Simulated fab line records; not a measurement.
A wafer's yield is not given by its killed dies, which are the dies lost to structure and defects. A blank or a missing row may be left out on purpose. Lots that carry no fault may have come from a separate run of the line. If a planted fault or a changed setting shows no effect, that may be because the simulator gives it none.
2 desks, one fault    flow sky130    only its own numbers are on each desk; what lay behind them is given at the end

== FROM THE METROLOGY DESK ==
Means of the sampled wafers that have a number, per lot and without regard to the tool the lot ran on: this is what the gauges read. The brackets show how far a lot's mean lies from the usual mean; more than 4 standard deviations puts the lot out of limits, marked OUT.
Columns: A = VIA4_OVL at SKY_VIA4_OVL_MEAS_11, usual 0.0 nm
lot   first seen here  A
L228  day 43 01:43     0.4
L229  day 43 10:28     1.3
L230  day 43 13:59     1.5
L231  day 43 16:01     -1.9
L232  day 43 22:27     0.6
L233  day 44 06:26     0.9
L236  day 45 04:56     -1.2
L238  day 45 14:53     -0.9
L242  day 46 11:32     0.9
L245  day 47 07:01     -0.5
L247  day 47 19:56     2.3
L248  day 48 01:58     1.7
Result from this desk: across the 12 lots, nothing is out of limits.

== THE TOOL OWNER'S DESK: pecvd-01 ==
The tool's own readings at SKY_PASSIVATION_CVD_00 (deposits SiO2, target thk 90 nm): means of the sampled wafers that have a number, for each lot that ran on this tool. The brackets show how far a lot's mean lies from the usual mean; more than 4 standard deviations puts the lot out of limits, marked OUT.
Columns: A = heater power outer w at SKY_PASSIVATION_CVD_00, usual 391 W; B = heater power w at SKY_PASSIVATION_CVD_00, usual 683 W
lot   first seen here  A    B
L229  day 44 11:49     292  531
L231  day 44 16:44     317  574
L232  day 44 23:16     437  696
L233  day 45 06:05     370  627
L238  day 46 14:11     415  670
Result from this desk: across the 5 lots, nothing is out of limits.

== PUT TOGETHER ==
At the metrology desk, nothing out of limits was observed.
The desk of the tool owner found nothing out of limits.

== WHAT THE SIMULATOR PUT IN ==
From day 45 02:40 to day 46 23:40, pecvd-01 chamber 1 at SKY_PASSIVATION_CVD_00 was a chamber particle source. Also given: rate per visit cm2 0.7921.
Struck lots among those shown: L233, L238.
